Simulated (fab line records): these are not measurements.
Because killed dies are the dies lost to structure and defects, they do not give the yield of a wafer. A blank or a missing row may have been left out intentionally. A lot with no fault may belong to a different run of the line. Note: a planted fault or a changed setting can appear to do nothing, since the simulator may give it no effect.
Chamber matching | flow sky130 | SKY_METAL3_ETCH_17 on rieDiel-03: 4 sister chambers
The step etches SiO2 in C4F8/O2/Ar, stops on TiN, time 3.9 s, target depth 15 nm. 20 wafers are shown with their chamber, then 10 later ones without.

== WAFERS, EACH WITH ITS CHAMBER ==
wafer  | chamber | oesProductAu (a.u.) | chamberPressureMTorr (mTorr)
L076.1 | 1       | 0.757               | 40.02
L076.2 | 0       | 0.763               | 39.98
L076.4 | 3       | 0.772               | 39.98
L078.1 | 2       | 0.749               | 40.03
L078.2 | 3       | 0.753               | 40.03
L078.3 | 1       | 0.756               | 39.98
L078.4 | 0       | 0.751               | 40.01
L078.5 | 0       | 0.759               | 39.92
L078.6 | 1       | 0.764               | 40.02
L080.2 | 3       | 0.749               | 40.01
L080.3 | 2       | 0.745               | 39.99
L080.6 | 3       | 0.748               | 40.01
L083.2 | 0       | 0.751               | 39.95
L083.3 | 3       | 0.763               | 39.99
L083.4 | 1       | 0.760               | 40.02
L091.1 | 2       | 0.746               | 39.99
L091.2 | 0       | 0.759               | 39.96
L091.3 | 1       | 0.754               | 39.98
L091.4 | 3       | 0.767               | 40.01
L091.5 | 0       | 0.765               | 40.07

SIGNATURES (means of the wafers above)
reading              | chamber 0 | chamber 1 | chamber 2 | chamber 3 | scatter within a chamber
oesProductAu         | 0.75800   | 0.75820   | 0.74667   | 0.75867   | 0.00684
chamberPressureMTorr | 39.9817   | 40.0040   | 40.0033   | 40.0050   | 0.0339
Rule: a wafer lies at a distance from a chamber equal to the root of the sum of squares, over the readings, of (its reading less the chamber's mean, divided by the reading's scatter). If the next closest chamber is less than 2 further off than the closest, the wafer can't be placed; otherwise it belongs to the closest. The scatter: take each reading less its chamber's mean, square it, sum over the shown wafers, divide by the number of wafers less the number of chambers, and take the root.

== WAFERS WITH NO CHAMBER GIVEN ==
wafer  | oesProductAu (a.u.) | chamberPressureMTorr (mTorr)
L091.6 | 0.759               | 40.05
L092.1 | 0.758               | 40.02
L092.2 | 0.756               | 40.04
L092.6 | 0.765               | 39.99
L094.1 | 0.748               | 39.99
L094.2 | 0.748               | 40.02
L094.3 | 0.752               | 39.97
L094.4 | 0.760               | 40.04
L094.5 | 0.748               | 40.02
L094.6 | 0.760               | 39.98

== EACH ONE'S CHAMBER ==
wafer  | from the rows above               | in truth
L091.6 | can't be placed: 3 or 1 or 0 or 2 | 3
L092.1 | can't be placed: 3 or 1 or 0 or 2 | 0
L092.2 | can't be placed: 3 or 1 or 2 or 0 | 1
L092.6 | can't be placed: 3 or 0 or 1 or 2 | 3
L094.1 | can't be placed: 2 or 0 or 1 or 3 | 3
L094.2 | can't be placed: 2 or 1 or 3 or 0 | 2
L094.3 | can't be placed: 0 or 2 or 1 or 3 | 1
L094.4 | can't be placed: 3 or 1 or 0 or 2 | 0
L094.5 | can't be placed: 2 or 1 or 3 or 0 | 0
L094.6 | can't be placed: 0 or 1 or 3 or 2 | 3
Placed correctly: 0 of 10. Not placeable from these rows: 10 (in 10, the candidates include the true chamber). Placed wrongly: 0.
